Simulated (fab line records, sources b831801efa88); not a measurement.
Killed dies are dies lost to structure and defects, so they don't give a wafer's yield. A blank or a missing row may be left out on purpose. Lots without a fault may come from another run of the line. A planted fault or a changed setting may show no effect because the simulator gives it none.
Split-lot experiment | flow sky130 | 5 lots, 27 wafers read, on a route of 708 steps

THE SPLIT
At SKY_SONOS_TUNNEL_DEVELOP_06 (develop time 60 s), the setting develop_time_s was moved away from the recipe's 60 s on 9 of the 27 wafers read, by -19.4% to +50.6%. The other wafers ran this setting at the recipe's value.

The file shows no step between the split and the reading.

THE READING
cd_nm, in nm, at SKY_SONOS_TUNNEL_CD_MEAS_07 (target cd 410 nm). Fault-free wafers of this fab line usually give 410.8 nm, standard deviation 2.4 nm.

wafer  | tool, chamber at the split | develop_time_s as run, s | against the recipe | cd_nm, nm | against lot-mates on the recipe
L078.4 | litho_track-03, 0          | 60                       | recipe             | 409.0     | -
L078.5 | litho_track-03, 0          | 60                       | recipe             | 409.9     | -
L078.6 | litho_track-03, 0          | 60                       | recipe             | 410.2     | -
L079.1 | litho_track-01, 0          | 83.83                    | +39.7%             | 441.3     | +29.6
L079.2 | litho_track-01, 0          | 60                       | recipe             | 411.0     | -
L079.3 | litho_track-01, 0          | 60                       | recipe             | 412.2     | -
L079.4 | litho_track-01, 0          | 60                       | recipe             | 411.9     | -
L079.5 | litho_track-01, 0          | 83.83                    | +39.7%             | 443.4     | +31.7
L079.6 | litho_track-01, 0          | 83.83                    | +39.7%             | 442.0     | +30.3
L081.1 | litho_track-01, 0          | 90.38                    | +50.6%             | 445.8     | +36.6
L081.2 | litho_track-01, 0          | 90.38                    | +50.6%             | 446.5     | +37.3
L081.3 | litho_track-01, 0          | 90.38                    | +50.6%             | 447.1     | +37.9
L081.4 | litho_track-01, 0          | 60                       | recipe             | 410.2     | -
L081.5 | litho_track-01, 0          | 60                       | recipe             | 409.2     | -
L081.6 | litho_track-01, 0          | 60                       | recipe             | 408.1     | -
L083.1 | litho_track-04, 0          | 48.33                    | -19.4%             | 385.3     | -21.7
L083.2 | litho_track-04, 0          | 48.33                    | -19.4%             | 385.6     | -21.4
L083.3 | litho_track-04, 0          | 48.33                    | -19.4%             | 383.3     | -23.7
L083.4 | litho_track-04, 0          | 60                       | recipe             | 407.2     | -
L083.5 | litho_track-04, 0          | 60                       | recipe             | 406.9     | -
L083.6 | litho_track-04, 0          | 60                       | recipe             | 406.8     | -
L082.1 | litho_track-03, 0          | 60                       | recipe             | 408.1     | -
L082.2 | litho_track-03, 0          | 60                       | recipe             | 407.8     | -
L082.3 | litho_track-03, 0          | 60                       | recipe             | 408.1     | -
L082.4 | litho_track-03, 0          | 60                       | recipe             | 411.4     | -
L082.5 | litho_track-03, 0          | 60                       | recipe             | 408.6     | -
L082.6 | litho_track-03, 0          | 60                       | recipe             | 409.7     | -

THE FIT
A straight line over all 27 wafers: cd_nm changes by +0.836 nm for each +1% of develop_time_s; r = +0.98; the points scatter about the line by 3.3 nm.
The same after taking each lot's own level away (the mean of its wafers on the recipe; 27 wafers): +0.801 nm for each +1%; r = +0.99; scatter 2.4 nm.
On that fit, the largest move of develop_time_s shifts the reading by 41 nm.
The lots' own levels span 406.97 to 411.70 nm, that is 2.0 times the standard deviation above.
So the lot-to-lot level changes the slope little: the two slopes agree.
Check: with one of the wafers moved furthest among these (+50.6%) left out of the fit, the line predicts +40 nm for it against its lot-mates. It came out at +36.6 nm against them.

OTHER SPLITS ON THESE WAFERS
These wafers also went through other splits before the reading. Each is held against what the fit with the lots' levels taken away leaves over:
other split on the same wafers          | wafers away from the commonest value | r with cd_nm (lot level and that fit taken away)
SKY_FIELD_ISO_OXIDATION_01 ox_time_s    | 18                                   | +0.44
SKY_FIELD_ISO_DEVELOP_12 develop_time_s | 12                                   | -0.14

THE FILE'S OWN FIT
cd_nm changes by +0.782 nm for each +1% of develop_time_s, r = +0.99.
